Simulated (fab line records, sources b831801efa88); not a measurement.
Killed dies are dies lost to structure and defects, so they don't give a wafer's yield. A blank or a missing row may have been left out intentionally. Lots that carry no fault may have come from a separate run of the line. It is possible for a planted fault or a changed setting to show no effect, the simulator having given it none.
Matching of chambers + flow gf180mcu + cmp-02 running GF_V5_CMP_04: 4 sister chambers
The step polishes SiO2. 4 wafers are shown with their chamber, then 9 later ones without.

## WAFERS, EACH WITH ITS CHAMBER
| wafer  | chamber | motor_current_A (A) |
|--------|---------|---------------------|
| L501.1 | 1       | 14.8                |
| L503.6 | 3       | 12.1                |
| L506.3 | 2       | 10.9                |
| L506.6 | 0       | 11.3                |

## WAFERS WITH NO CHAMBER GIVEN
| wafer  | motor_current_A (A) |
|--------|---------------------|
| L509.4 | 12.1                |
| L509.5 | 14.6                |
| L509.6 | 11.1                |
| L514.3 | 14.3                |
| L514.4 | 12.2                |
| L514.6 | 13.3                |
| L520.2 | 13.8                |
| L520.3 | 11.2                |
| L520.5 | 12.0                |

## EACH ONE'S CHAMBER
| wafer  | from the rows above          | in truth |
|--------|------------------------------|----------|
| L509.4 | can't be placed: 3 or 0      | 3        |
| L509.5 | 1                            | 1        |
| L509.6 | can't be placed: 2 or 0 or 3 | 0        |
| L514.3 | 1                            | 1        |
| L514.4 | can't be placed: 3 or 0      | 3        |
| L514.6 | can't be placed: 3 or 1 or 0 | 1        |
| L520.2 | can't be placed: 1 or 3      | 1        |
| L520.3 | can't be placed: 0 or 2 or 3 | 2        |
| L520.5 | can't be placed: 3 or 0 or 2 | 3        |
Placed correctly: 2 of 9. Unplaceable from these rows: 7, with the true chamber sitting among the candidates in 7. Wrongly placed: 0.
How it was worked out, from the rows above alone: a wafer's distance from a chamber is the root of the sum, over the readings, of the square of ((its reading less the chamber's mean) divided by the reading's scatter). The wafer belongs to the nearest chamber; if the next one is less than 2 further off, it can't be placed. For every chamber, the mean is computed from those of its wafers that are shown. The scatter: with one shown wafer a chamber, the root of the mean of the squares of how far each hidden wafer lies from its nearest shown one.
